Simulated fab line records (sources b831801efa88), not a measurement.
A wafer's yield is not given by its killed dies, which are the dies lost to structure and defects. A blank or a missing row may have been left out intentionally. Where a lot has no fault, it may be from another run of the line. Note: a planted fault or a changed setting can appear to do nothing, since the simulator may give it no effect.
Commonality check across tools    flow gf180mcu    45 wafers sampled across 15 lots

## THE REASON FOR OPENING IT
GF_PSD_TW_MEAS_11, reading PSD_TW: flagged on 3 of 15 lots. No-fault wafers: 3195, standard deviation 42.
Rule: a lot is flagged in two cases, either no wafer of it has a number, or all its wafers with numbers fall more than 4 standard deviations from that mean. All remaining lots are regarded as sound.

lot   measured      on             PSD_TW, wafer by wafer  flag
L392  day 14 00:36  film_metro-04  3148 3147 3127          
L394  day 14 23:32  film_metro-03  3225 3227 3235          
L395  day 15 03:02  film_metro-03  3239 3260 3251          
L396  day 15 12:52  film_metro-03  3248 3241 3258          
L399  day 16 15:09  film_metro-04  3167 3149 3174          
L401  day 17 07:28  film_metro-04  4238 4238 4234          FLAGGED
L402  day 17 19:24  film_metro-04  4230 4237 4214          FLAGGED
L403  day 17 22:15  film_metro-04  4223 4215 4228          FLAGGED
L407  day 19 16:08  film_metro-03  3228 3228 3218          
L408  day 19 21:19  film_metro-03  3235 3226 3222          
L409  day 20 10:25  film_metro-03  3205 3234 3216          
L412  day 21 06:06  film_metro-02  3239 3221 3227          
L413  day 21 17:57  film_metro-03  3256 3245 3264          
L414  day 22 01:47  film_metro-02  3218 3233 3237          
L415  day 22 08:57  film_metro-04  3181 3180 3175          
The numbers of the flagged lots are 4229 on average: +1034 against the usual, or +25 standard deviations.

## WHICH TOOL RAN EACH LOT
The record holds 2 process steps before the reading, out of a route of 602 steps. Each cell gives the tool, then ch followed by the chambers the sampled wafers passed through, then the start.
lot   flag     GF_VT_IMPLANT_STRIP_42                GF_NSD_COAT_02
L392           plasma_asher-04 ch 0,1, day 7 11:32   litho_track-02 ch 0, day 12 17:24
L394           plasma_asher-01 ch 0,1, day 8 03:26   litho_track-02 ch 0, day 13 15:15
L395           plasma_asher-01 ch 0,1, day 8 06:41   litho_track-02 ch 0, day 13 19:00
L396           plasma_asher-01 ch 0, day 8 14:11     litho_track-01 ch 0, day 14 04:06
L399           plasma_asher-01 ch 0,1, day 9 12:26   litho_track-03 ch 0, day 15 05:40
L401  FLAGGED  plasma_asher-04 ch 0,1, day 10 00:53  litho_track-02, day 15 21:33
L402  FLAGGED  plasma_asher-01 ch 0, day 10 08:59    litho_track-03, day 16 08:26
L403  FLAGGED  plasma_asher-04 ch 0,1, day 10 12:02  litho_track-02, day 16 11:18
L407           plasma_asher-01 ch 0,1, day 11 21:05  litho_track-02 ch 0, day 18 02:42
L408           plasma_asher-01 ch 0,1, day 12 00:28  litho_track-02 ch 0, day 18 08:54
L409           plasma_asher-04 ch 0,1, day 12 10:01  litho_track-01 ch 0, day 18 21:03
L412           plasma_asher-04 ch 0,1, day 13 03:59  litho_track-01 ch 0, day 19 17:42
L413           plasma_asher-01 ch 1, day 13 08:38    litho_track-01 ch 0, day 20 04:48
L414           plasma_asher-03 ch 0,1, day 13 20:44  litho_track-02 ch 0, day 20 12:45
L415           plasma_asher-01 ch 0,1, day 14 02:50  litho_track-02 ch 0, day 20 20:36
What these steps do:
- GF_VT_IMPLANT_STRIP_42: strips in O2/N2.
- GF_NSD_COAT_02: resist thk 1000 nm.
- GF_PSD_TW_MEAS_11

## FLAGGED OVER TOTAL, TOOL BY TOOL (the gauges that took the reading come last)
step                    tool             lots run  flagged  share of the flagged lots  sound lots run after its first flagged lot
GF_VT_IMPLANT_STRIP_42  plasma_asher-01  9         1        some                       4 (L407,L408,L413,L415)
GF_VT_IMPLANT_STRIP_42  plasma_asher-03  1         0        none                       -
GF_VT_IMPLANT_STRIP_42  plasma_asher-04  5         2        some                       2 (L409,L412)
GF_NSD_COAT_02          litho_track-01   4         0        none                       -
GF_NSD_COAT_02          litho_track-02   9         2        some                       4 (L407,L408,L414,L415)
GF_NSD_COAT_02          litho_track-03   2         1        some                       0
GF_PSD_TW_MEAS_11       film_metro-02    2         0        none                       -
GF_PSD_TW_MEAS_11       film_metro-03    7         0        none                       -
GF_PSD_TW_MEAS_11       film_metro-04    6         3        all                        1 (L415)

## THE TABLE: WHAT IT ALLOWS
Rows of the table that ran each flagged lot: 1, that is film_metro-04 at GF_PSD_TW_MEAS_11.
- film_metro-04 at GF_PSD_TW_MEAS_11 ran 6 lots, 3 of them flagged. Sound lots followed the first flagged one (L415) on it, something a lasting fault affecting the whole tool could not allow.
Every row of the table either missed a flagged lot or ran a sound lot after the first.

## WHAT THE SIMULATOR PUT IN
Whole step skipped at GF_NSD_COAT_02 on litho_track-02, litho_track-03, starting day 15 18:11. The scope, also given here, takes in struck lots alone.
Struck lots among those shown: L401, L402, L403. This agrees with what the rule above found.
